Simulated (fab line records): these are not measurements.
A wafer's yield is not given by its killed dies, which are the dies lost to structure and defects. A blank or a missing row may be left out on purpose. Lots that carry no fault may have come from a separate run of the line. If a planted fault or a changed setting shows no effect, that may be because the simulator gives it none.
A struck lot beside a sound one || flow sky130 || 18 out of 708 route steps
Sound: wafers L189.3, L189.4, L189.6. Wafers struck: L201.3, L201.4, L201.5. The cause comes at the end.
For every step that has rows: the tool of each side, followed by ch and its chambers, followed by its first start. Under that, the readings that differ: sound wafers || struck wafers || difference of the means || sigmas: that difference in standard deviations of wafers without a fault.
alike: readings whose means differ by less than 2 such deviations, and words and numbers that are the same on both sides. not compared: withheld readings, readings that some wafer has no value for, bounds like >300 that may hide the same value, and numbers for which the record gives no deviation and whose values overlap.
The two part at a step that has a row with sigmas, a row that says differs or no value, or rows on one side only. Numbers that have no deviation but don't overlap get no sigmas and don't part them. A reading that every wafer of one side lacks parts them only if that side has two wafers or more.

first, 3 steps without rows for these wafers: SKY_LDD_P_EXPOSE_04 (exposes mask PSDM, target cd 380 nm); SKY_LDD_P_PEB_05; SKY_LDD_P_DEVELOP_06 (develop time 60 s).
SKY_LDD_P_CD_MEAS_07: target cd 380 nm.
  sound: cd sem-01 at day 18 22:20; struck: cd sem-02 at day 23 23:36
{"reading": "cd nm (nm)", "sound": "384.0 383.2 383.7", "struck": "379.9 378.6 379.8", "difference": -4.2, "sigmas": -2}
SKY_LDD_P_OVL_MEAS_08:
  sound: overlay-02 at day 18 22:25; struck: overlay-02 at day 23 23:41
  alike: LDD_P_OVL
after that, 1 step had no rows for these wafers: SKY_LDD_P_IMPLANT_09.
SKY_LDD_P_STRIP_10: strips in O2/N2.
  sound on plasma asher-04 ch 0,1, day 18 22:37; struck on plasma asher-03 ch 0,1, day 23 23:54
  alike: chamber pressure mTorr, drypump motor current A, oes product au, strip time to endpoint s
  not compared: rf hours counter h
SKY_LDD_P_TW_MEAS_11:
  sound: film metro-04 at day 18 22:43; struck: film metro-04 at day 23 23:59
  alike: LDD_P_TW
then, 4 steps without rows for these wafers: SKY_LDD_HVN_DEHYDRATE_00 (time 60 s); SKY_LDD_HVN_HMDS_01 (prime time 60 s); SKY_LDD_HVN_COAT_02 (resist thk 300 nm); SKY_LDD_HVN_SOFTBAKE_03 (time 60 s).
SKY_LDD_HVN_EXPOSE_04: exposes mask HVNTM, target cd 700 nm.
  sound on iline stepper-02 ch 0, day 19 14:34; struck on iline stepper-02 ch 0, day 24 14:57
{"reading": "model.LDD_HVN.overlay x nm (nm)", "sound": "-0.1009 -0.1009 -0.1009", "struck": "156.7 156.7 156.7", "difference": "+156.8", "sigmas": ""}
  alike: mask
then, 2 steps without rows for these wafers: SKY_LDD_HVN_PEB_05; SKY_LDD_HVN_DEVELOP_06 (develop time 60 s).
SKY_LDD_HVN_OVL_MEAS_07:
  sound: overlay-01 at day 20 05:25; struck: overlay-01 at day 25 05:20
{"reading": "LDD_HVN_OVL (nm)", "sound": "1.4 -1.2 -2.1", "struck": "155.8 155.4 155.6", "difference": "+156.2", "sigmas": "+99 or more"}
after that, 1 step had no rows for these wafers: SKY_LDD_HVN_IMPLANT_08.
-- a jump in the record: the struck wafers' starts before and after are 24 days apart (it breaks off in module LDD_HVN and resumes in module PAD_OPEN, where the first step shown is number 708 of the route) --
SKY_PAD_OPEN_PROBE_99:
  sound: prober-01 at day 45 13:43; struck: prober-01 at day 49 01:21
  alike: killed_at_M0_to_M3, killed_at_M4_up, killed at contacts, killed at front end, killed at other, killed dies, killed open, killed short

WHERE THEY PART
Last at SKY_LDD_HVN_OVL_MEAS_07 as far as this record goes, first at SKY_LDD_P_CD_MEAS_07. Later steps at which nothing parts them and some readings are alike: SKY_PAD_OPEN_PROBE_99.

WHY: the cause the simulator had injected
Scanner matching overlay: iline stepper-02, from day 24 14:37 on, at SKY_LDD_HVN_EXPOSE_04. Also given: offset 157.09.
